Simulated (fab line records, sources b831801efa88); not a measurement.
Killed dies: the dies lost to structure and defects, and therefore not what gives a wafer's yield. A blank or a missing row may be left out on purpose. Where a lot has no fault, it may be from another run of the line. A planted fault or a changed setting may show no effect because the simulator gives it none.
Matching of chambers + flow gf180mcu + 3 sister chambers for GF_PASSIVATION_CVD_02 on pecvd-02
The step deposits Si3N4, target thk 700 nm, time 486.18 s. 3 wafers are shown with their chamber, then 12 later ones without.

EACH WAFER AND ITS CHAMBER
| wafer  | chamber | heater power w (W) |
|--------|---------|--------------------|
| L084.3 | 1       | 794                |
| L090.3 | 2       | 639                |
| L090.4 | 0       | 883                |

WAFERS WITHOUT THEIR CHAMBER
| wafer  | heater power w (W) |
|--------|--------------------|
| L091.2 | 841                |
| L091.5 | 927                |
| L091.6 | 889                |
| L092.1 | 545                |
| L092.2 | 828                |
| L092.5 | 878                |
| L097.2 | 778                |
| L097.4 | 826                |
| L097.6 | 656                |
| L096.2 | 906                |
| L096.5 | 805                |
| L096.6 | 661                |

THE CHAMBER EACH PASSED THROUGH
| wafer  | from the rows above     | in truth                   |
|--------|-------------------------|----------------------------|
| L091.2 | can't be placed: 0 or 1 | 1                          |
| L091.5 | 0                       | 0                          |
| L091.6 | 0                       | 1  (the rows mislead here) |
| L092.1 | 2                       | 2                          |
| L092.2 | can't be placed: 1 or 0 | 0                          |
| L092.5 | 0                       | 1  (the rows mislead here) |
| L097.2 | 1                       | 1                          |
| L097.4 | can't be placed: 1 or 0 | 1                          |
| L097.6 | 2                       | 2                          |
| L096.2 | 0                       | 0                          |
| L096.5 | can't be placed: 1 or 0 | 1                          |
| L096.6 | 2                       | 2                          |
Placed correctly: 6 of 12. Not placeable from these rows: 4 (in 4, the candidates include the true chamber). Wrongly placed: 2.
How it was worked out, from the rows above alone: a wafer's distance from a chamber is the root of the sum, over the readings, of the square of ((its reading less the chamber's mean) divided by the reading's scatter). If the next closest chamber is less than 2 further off than the closest, the wafer can't be placed; otherwise it belongs to the closest. The mean given for a chamber averages the wafers shown for that chamber. The scatter (one wafer shown for each chamber): square how far every hidden wafer sits from the nearest shown wafer, average those squares and take the square root.
